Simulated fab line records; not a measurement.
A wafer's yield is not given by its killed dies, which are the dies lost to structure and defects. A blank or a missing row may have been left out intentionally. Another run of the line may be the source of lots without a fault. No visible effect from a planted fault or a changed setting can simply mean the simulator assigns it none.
Which tool is to blame? || flow gf180mcu || 6 lots with 18 wafers sampled at 2 steps, on a route of 602 steps

## WHAT EACH GAUGE READ, for each wafer
GF_VT_IMPLANT_TW_MEAS_10.
{"lot": "L612", "measured": "day 6 05:40", "on": "film_metro-04", "VT_IMPLANT_TW": "561.1 560.8 558.7"}
{"lot": "L615", "measured": "day 6 17:08", "on": "film_metro-03", "VT_IMPLANT_TW": "557.8 557.0 557.8"}
{"lot": "L619", "measured": "day 7 23:58", "on": "film_metro-01", "VT_IMPLANT_TW": "553.7 553.5 555.5"}
{"lot": "L623", "measured": "day 8 18:08", "on": "film_metro-03", "VT_IMPLANT_TW": "558.7 558.4 555.8"}
{"lot": "L625", "measured": "day 9 09:35", "on": "film_metro-03", "VT_IMPLANT_TW": "580.8 583.3 584.0 579.0 581.6 580.0"}
{"lot": "L629", "measured": "day 10 14:10", "on": "film_metro-01", "VT_IMPLANT_TW": "561.1 561.9 564.1"}

## WHICH TOOL RAN EACH LOT (tool, then ch and the chambers of the sampled wafers, then the start)
{"lot": "L612", "GF_VT_IMPLANT_IMPLANT_08": "implanter-03 ch 0, day 6 05:25"}
{"lot": "L615", "GF_VT_IMPLANT_IMPLANT_08": "implanter-03 ch 0, day 6 16:53"}
{"lot": "L619", "GF_VT_IMPLANT_IMPLANT_08": "implanter-04 ch 0, day 7 23:44"}
{"lot": "L623", "GF_VT_IMPLANT_IMPLANT_08": "implanter-04 ch 0, day 8 17:53"}
{"lot": "L625", "GF_VT_IMPLANT_IMPLANT_08": "implanter-04 ch 0, day 9 09:20"}
{"lot": "L629", "GF_VT_IMPLANT_IMPLANT_08": "implanter-03 ch 0, day 10 13:56"}
- GF_VT_IMPLANT_IMPLANT_08

## THE ANSWER, worked out from the rows above alone
Rule: the lots themselves supply what counts as usual. Put in order of their means at a reading, lots are off if they are a third of the lots or fewer, leave a main group of 4 or more, and stand apart from it by a gap of 3 or more times the standard deviation of the main group's means; of several such gaps the widest counts. A main group is skipped when, at the precision printed for the reading in the tables above, its means are all equal. Also off: a lot with no number at a reading for which 4 or more lots have one. All remaining lots with rows at the step are treated as sound.
Off: at GF_VT_IMPLANT_TW_MEAS_10 (VT_IMPLANT_TW), L625. Mean 558.4 and standard deviation 2.7 in the main group.
A tool fits if, at a process step before that reading, it ran every lot that is off, and no sound lot after the first of them. The gauges at GF_VT_IMPLANT_TW_MEAS_10 are tried like those tools. 2 tools fit, implanter-04 at GF_VT_IMPLANT_IMPLANT_08 and film_metro-03 at GF_VT_IMPLANT_TW_MEAS_10, so this cannot tell which one it is.

## WHAT THE SIMULATOR PUT IN
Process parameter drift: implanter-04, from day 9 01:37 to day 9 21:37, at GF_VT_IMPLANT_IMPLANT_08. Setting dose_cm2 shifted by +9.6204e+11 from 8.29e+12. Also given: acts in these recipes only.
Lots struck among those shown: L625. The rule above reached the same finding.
